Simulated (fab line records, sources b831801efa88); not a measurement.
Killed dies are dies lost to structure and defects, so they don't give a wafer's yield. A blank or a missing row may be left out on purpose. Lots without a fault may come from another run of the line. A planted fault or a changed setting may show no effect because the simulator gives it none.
One fault seen from 2 desks | flow gf180mcu | each desk has only its own numbers; what lay behind them comes last

THE TOOL OWNER'S DESK: implanter-03
The tool's own readings at GF_MVPSD_IMPLANT_08: means of the sampled wafers that have a number, for each lot that ran on this tool. A lot is out of limits, marked OUT, if its mean lies more than 4 standard deviations from the usual mean; the brackets give that distance.
Columns: A = dose_ions_cm2 at GF_MVPSD_IMPLANT_08, usual 1.5002e+13; B = faraday_current_uA at GF_MVPSD_IMPLANT_08, usual 84.4
lot  | first seen here | A                    | B
L494 | day 6 03:51     | 1.4993e+13           | 84.7
L495 | day 6 15:12     | 1.5014e+13           | 84.9
L497 | day 7 02:05     | 1.5613e+13 (+38) OUT | 85.3
L498 | day 7 05:40     | 1.5600e+13 (+37) OUT | 87.7
L504 | day 8 19:28     | 1.5591e+13 (+37) OUT | 86.8
This desk's finding: out of limits on L497, L498, L504; first on L497, day 7 02:05 (dose_ions_cm2 at GF_MVPSD_IMPLANT_08). In limits: L494, L495.

THE METROLOGY DESK
What the gauges read, lot by lot, whatever tool the lot ran on: means of the sampled wafers that have a number. A lot is out of limits, marked OUT, if its mean lies more than 4 standard deviations from the usual mean; the brackets give that distance.
Columns: A = MVPSD_RS at GF_VT_IMPLANT_RS_MEAS_49, usual 1172.4 ohm/sq; B = cd_nm at GF_V1_CD_MEAS_14, usual 260.2 nm
lot  | first seen here | A                 | B
L490 | day 7 21:05     | 1173.7            | 259.8
L491 | day 8 04:38     | 1169.0            | 261.0
L492 | day 8 10:58     | 1167.8            | 261.2
L494 | day 8 20:56     | 1171.8            | 258.1
L495 | day 9 08:46     | 1172.1            | 260.1
L497 | day 9 21:46     | 1149.5 (-8.5) OUT | 259.7
L498 | day 10 00:53    | 1148.2 (-9.0) OUT | 257.1
L500 | day 10 15:57    | 1173.5            | 260.4
L504 | day 11 19:55    | 1150.0 (-8.3) OUT | 259.0
L506 | day 12 08:06    | 1172.3            | 261.8
L508 | day 13 00:23    | 1171.7            | 258.2
L511 | day 13 15:55    | 1171.9            | 260.6
L512 | day 14 02:35    | 1173.4            | 258.7
This desk's finding: out of limits on L497, L498, L504; first on L497, day 9 21:46 (MVPSD_RS at GF_VT_IMPLANT_RS_MEAS_49). In limits: L490, L491, L492, L494, L495, L500, L506, L508, L511, L512.

PUT TOGETHER
The tool owner's desk could have raised an alarm at day 7 02:05, on L497, L498, L504.
The metrology desk could have raised an alarm at day 9 21:46, on L497, L498, L504.
Of the lots named, all ran GF_MVPSD_IMPLANT_08 on implanter-03.

WHAT THE SIMULATOR HAD PUT IN
Process parameter drift: implanter-03, from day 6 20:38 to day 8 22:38, at GF_MVPSD_IMPLANT_08. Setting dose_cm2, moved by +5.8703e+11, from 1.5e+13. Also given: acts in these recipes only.
Lots struck among those shown: L497, L498, L504.
Hours from the fault's start to each desk's first reading out of limits: the tool owner's desk, 5; the metrology desk, 73.
